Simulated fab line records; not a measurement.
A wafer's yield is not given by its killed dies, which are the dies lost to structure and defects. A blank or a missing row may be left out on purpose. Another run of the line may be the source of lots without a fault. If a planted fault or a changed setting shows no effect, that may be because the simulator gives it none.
One fault through the eyes of 2 desks || flow gf180mcu || only its own numbers are on each desk; what lay behind them is given at the end

== AT THE METROLOGY DESK ==
What the gauges read for every lot (on any tool): the sampled wafers with a number, averaged. Marked OUT: a lot whose mean sits more than 4 standard deviations from the usual mean, which makes it out of limits; the brackets give that distance.
Columns: A = cdNm at GF_M4_CD_MEAS_14, usual 280.1 nm; B = V5_BOW at GF_V5_BOW_MEAS_05, usual 132 um
{"lot": "L347", "first seen here": "day 23 11:23", "A": 279.5, "B": 134}
{"lot": "L348", "first seen here": "day 24 00:52", "A": 281.3, "B": 127}
{"lot": "L350", "first seen here": "day 24 15:02", "A": 278.4, "B": 127}
{"lot": "L351", "first seen here": "day 24 18:49", "A": 280.9, "B": 123}
{"lot": "L353", "first seen here": "day 25 14:25", "A": 279.0, "B": 128}
{"lot": "L354", "first seen here": "day 25 19:45", "A": 278.2, "B": 137}
{"lot": "L355", "first seen here": "day 26 06:50", "A": 280.0, "B": 128}
{"lot": "L356", "first seen here": "day 26 15:26", "A": 279.7, "B": 132}
{"lot": "L357", "first seen here": "day 26 21:14", "A": 279.8, "B": 133}
{"lot": "L358", "first seen here": "day 27 05:14", "A": 280.2, "B": 127}
{"lot": "L359", "first seen here": "day 27 13:27", "A": 279.8, "B": 128}
{"lot": "L362", "first seen here": "day 28 14:39", "A": 280.8, "B": 147}
{"lot": "L363", "first seen here": "day 28 18:45", "A": 280.2, "B": 121}
{"lot": "L368", "first seen here": "day 30 00:50", "A": 281.1, "B": 136}
This desk's finding: nothing out of limits on any of the 14 lots.

== THE TOOL OWNER'S DESK: furnace-01 ==
The tool's own readings at GF_STI_OXIDATION_01 (stabilise 600 s, purge 300 s, target thk 10 nm): means of the sampled wafers that have a number, for each lot that ran on this tool. Marked OUT: a lot whose mean sits more than 4 standard deviations from the usual mean, which makes it out of limits; the brackets give that distance.
Columns: A = spikeTcBottomC at GF_STI_OXIDATION_01, usual 917.9 C; B = spikeTcUpperC at GF_STI_OXIDATION_01, usual 899.9 C; C = tube_center_temp_C_max at GF_STI_OXIDATION_01, usual 902.3
{"lot": "L348", "first seen here": "day 1 15:07", "A": 918.0, "B": 900.2, "C": 902.4}
{"lot": "L353", "first seen here": "day 2 16:34", "A": 916.4, "B": 899.6, "C": 902.5}
{"lot": "L355", "first seen here": "day 3 02:07", "A": 917.2, "B": 899.1, "C": 902.1}
{"lot": "L356", "first seen here": "day 3 09:19", "A": 917.6, "B": 899.7, "C": 901.9}
{"lot": "L357", "first seen here": "day 3 12:07", "A": 917.0, "B": 899.4, "C": 902.4}
{"lot": "L358", "first seen here": "day 3 17:07", "A": 917.8, "B": 899.0, "C": 902.4}
{"lot": "L359", "first seen here": "day 3 22:07", "A": 918.4, "B": 898.5, "C": 902.4}
{"lot": "L362", "first seen here": "day 4 14:38", "A": 917.1, "B": 899.3, "C": 902.3}
This desk's finding: nothing out of limits on any of the 8 lots.

== PUT TOGETHER ==
Nothing out of limits was seen by the metrology desk.
Nothing out of limits was seen by the tool owner's desk.

== WHAT THE SIMULATOR PUT IN ==
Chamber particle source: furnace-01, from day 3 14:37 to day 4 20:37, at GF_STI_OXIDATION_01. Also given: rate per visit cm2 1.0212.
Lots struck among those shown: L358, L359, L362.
